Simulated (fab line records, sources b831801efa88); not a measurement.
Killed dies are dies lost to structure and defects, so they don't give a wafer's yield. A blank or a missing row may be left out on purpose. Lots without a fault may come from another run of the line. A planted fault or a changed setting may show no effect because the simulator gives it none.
A struck lot beside a sound one | flow sky130 | 15 steps out of a route of 708
Sound: wafers L156.1, L156.2, L156.3. Struck: wafers L167.3, L167.4. The cause comes at the end.
At each step with rows: each side's tool, then ch and its chambers, then its first start. Under that, the readings that differ: sound wafers | struck wafers | difference of the means | sigmas: that difference in standard deviations of wafers without a fault.
alike: readings whose means differ by less than 2 such deviations, and words and numbers that are the same on both sides. not compared: withheld readings, readings that some wafer has no value for, bounds like >300 that may hide the same value, and numbers for which the record gives no deviation and whose values overlap.
The two part at a step that has a row with sigmas, a row that says differs or no value, or rows on one side only. Numbers that don't overlap but have no deviation are shown without sigmas and don't part them. A reading that every wafer of one side lacks parts them only if that side has two wafers or more.

SKY_NWELL_RS_MEAS_29: measures by four-point-probe.
  sound on film_metro-03, day 5 13:52; struck on film_metro-03, day 8 07:30
  alike: NWELL_RS
SKY_NWELL_RS_MEAS_31: measures by four-point-probe.
  sound on film_metro-03, day 5 14:06; struck on film_metro-03, day 8 07:44
  alike: PWDE_RS
then, 7 steps without rows for these wafers: SKY_VT_ADJUST_HVTP_DEHYDRATE_00 (time 60 s); SKY_VT_ADJUST_HVTP_HMDS_01 (prime time 60 s); SKY_VT_ADJUST_HVTP_COAT_02 (resist thk 1140 nm); SKY_VT_ADJUST_HVTP_SOFTBAKE_03 (time 60 s); SKY_VT_ADJUST_HVTP_EXPOSE_04 (exposes mask HVTPM, target cd 380 nm); SKY_VT_ADJUST_HVTP_PEB_05; SKY_VT_ADJUST_HVTP_DEVELOP_06 (develop time 60 s).
SKY_VT_ADJUST_HVTP_CD_MEAS_07: target cd 380 nm.
  sound on cd_sem-01, day 6 07:55; struck on cd_sem-02, day 9 04:52
  alike: cd_nm
SKY_VT_ADJUST_HVTP_OVL_MEAS_08:
  sound on overlay-01, day 6 08:02; struck on overlay-01, day 9 04:58
  alike: VT_ADJUST_HVTP_OVL
SKY_VT_ADJUST_HVTP_IMPLANT_09:
  sound on implanter-01 ch 0, day 6 08:04; struck on implanter-03 ch 0, day 9 05:02
SKY_VT_ADJUST_HVTP_STRIP_10: strips in O2/N2.
  sound on plasma_asher-03 ch 0,1, day 6 08:13; struck on plasma_asher-02 ch 0,1, day 9 05:10
  alike: drypump_motor_current_A, o2_flow_sccm, oes_product_au, strip_time_to_endpoint_s
  not compared: rf_hours_counter_h
SKY_VT_ADJUST_HVTP_TW_MEAS_11:
  sound on film_metro-03, day 6 08:19; struck on film_metro-02, day 9 05:16
  reading           | sound          | struck    | difference | sigmas
  VT_ADJUST_HVTP_TW | 1362 1362 1360 | 1210 1206 | -153       | -13
then, 1 step without rows for these wafers: SKY_VT_ADJUST_LVTN_DEHYDRATE_00 (time 60 s).

WHERE THEY PART
Only at SKY_VT_ADJUST_HVTP_TW_MEAS_11, within this record.

WHY: what the simulator had put in
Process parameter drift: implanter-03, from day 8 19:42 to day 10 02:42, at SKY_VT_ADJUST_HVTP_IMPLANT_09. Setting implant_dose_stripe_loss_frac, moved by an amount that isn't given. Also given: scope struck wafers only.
